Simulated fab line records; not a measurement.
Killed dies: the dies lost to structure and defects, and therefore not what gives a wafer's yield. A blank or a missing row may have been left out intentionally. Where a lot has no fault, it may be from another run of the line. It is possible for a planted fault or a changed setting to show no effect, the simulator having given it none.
A lot that was struck, set against a sound lot :: flow sky130 :: 16 steps out of a route of 708
Sound: wafers L884.1, L884.3, L884.6. Wafers L887.2, L887.3, L887.5 were the ones struck. The cause comes at the end.
At each step with rows: each side's tool, then ch and its chambers, then its first start. Under that, the readings that differ: sound wafers :: struck wafers :: difference of the means :: sigmas: that difference in standard deviations of wafers without a fault.
alike: words and numbers the same on both sides, and readings whose means are apart by under 2 such deviations; not compared: readings that were withheld, readings missing a value for some wafer, numbers with overlapping values and no deviation given by the record, and bounds like >300 which may hide the same value.
The two part at a step that has a row with sigmas, a row that says differs or no value, or rows on one side only. When numbers do not overlap yet have no deviation, they are printed without sigmas and do not part them. A reading that every wafer of one side lacks parts them only if that side has two wafers or more.

first, 2 steps without rows for these wafers: SKY_METAL4_PEB_11; SKY_METAL4_DEVELOP_12 (develop time 60 s).
SKY_METAL4_CD_MEAS_13 targets a cd of 300 nm.
  sound on cd_sem-01, day 43 21:16; struck on cd_sem-01, day 44 08:05
  alike: cd_nm
SKY_METAL4_OVL_MEAS_14:
  sound on overlay-02, day 43 21:23; struck on overlay-01, day 44 08:12
  alike: METAL4_OVL
SKY_METAL4_DESCUM_15: chemistry O2, time 8 s.
  sound on rie_metal-03 ch 0,1, day 43 21:26; struck on rie_metal-03 ch 0,1, day 44 08:14
  alike: drypump_motor_current_A, oes_product_au, rf_fwd_power_W
  not compared: rf_hours_counter_h
then, 1 step without rows for these wafers: SKY_METAL4_ETCH_16 (etches BARC in N2/H2, stops on SiO2, time 88.2 s, target depth 60 nm).
SKY_METAL4_ETCH_17: etches SiO2 in C4F8/O2/Ar, stops on TiN, time 3.9 s, target depth 15 nm.
  sound on rie_diel-02 ch 0,2,3, day 43 21:34; struck on rie_diel-04 ch 1,2,3, day 44 08:22
  alike: oes_product_au, rf_fwd_power_W
  not compared: rf_hours_counter_h
SKY_METAL4_METAL_ETCH_18: etches the open film in Cl2/BCl3, stops on SiO2, target depth 845 nm, time 183.1 s.
  sound on rie_metal-04 ch 0,1, day 43 21:35; struck on rie_metal-04 ch 0,1, day 44 08:23
  alike: drypump_motor_current_A, oes_product_au, rf_fwd_power_W, throttle_valve_pct
  not compared: rf_hours_counter_h
SKY_METAL4_STRIP_19: strips in O2/N2.
  sound on plasma_asher-04 ch 0,1, day 43 21:45; struck on plasma_asher-03 ch 0,1, day 44 08:37
  alike: drypump_motor_current_A, oes_product_au, strip_time_to_endpoint_s
  not compared: rf_hours_counter_h
then, 3 steps without rows for these wafers: SKY_METAL4_STRIP_20 (strips in post etch residue remover, time 1200 s); SKY_METAL4_CLEAN_21 (cleans in IPA, time 180 s); SKY_METAL4_CLEAN_22 (cleans in O3/DIW).
SKY_VIA4_HDPCVD_00: deposits SiO2, target thk 1750 nm, time 291.7 s.
  sound on hdpcvd-02 ch 0,1,2, day 43 22:21; struck on hdpcvd-02 ch 0,1,2, day 44 09:15
reading: model.SiO2_of_VIA4_HDPCVD_00.thk_nm (nm)
sound: 1761 1759 1776
struck: 3231 3272 3240
difference: +1482
sigmas: 
SKY_VIA4_THK_MEAS_01:
  sound on film_metro-01, day 43 22:31; struck on film_metro-04, day 44 09:26
reading: VIA4_HDPCVD_THK (nm)
sound: 1761 1759 1774
struck: 3232 3270 3240
difference: +1483
sigmas: +93
SKY_VIA4_CMP_02: polishes SiO2.
  sound on cmp-01 ch 0,1,3, day 43 22:35; struck on cmp-02 ch 1,2,3, day 44 09:34
  alike: motor_current_A, slurry_filter_dp_kPa
-- the record jumps here: 4 days lie between the struck wafers' starts before and after (it left off in module VIA4 and takes up again in module PAD_OPEN, whose first step shown is number 708 of the route) --
SKY_PAD_OPEN_PROBE_99:
  sound on prober-01, day 47 15:19; struck on prober-02, day 48 01:22
  alike: defect_limited_yield, killed_at_M0_to_M3, killed_at_M4_up, killed_at_contacts, killed_at_front_end, killed_at_other, killed_dies, killed_open, killed_short, sort_bin_3_pad_short, sort_bin_5_function, sort_bin_6_memory, sort_n_pass, sort_yield_pct

== WHERE THEY PART ==
Only at SKY_VIA4_THK_MEAS_01, as far as this record shows. Later steps at which nothing parts them and some readings are alike: SKY_VIA4_CMP_02, SKY_PAD_OPEN_PROBE_99.

WHY: whatever the simulator had introduced
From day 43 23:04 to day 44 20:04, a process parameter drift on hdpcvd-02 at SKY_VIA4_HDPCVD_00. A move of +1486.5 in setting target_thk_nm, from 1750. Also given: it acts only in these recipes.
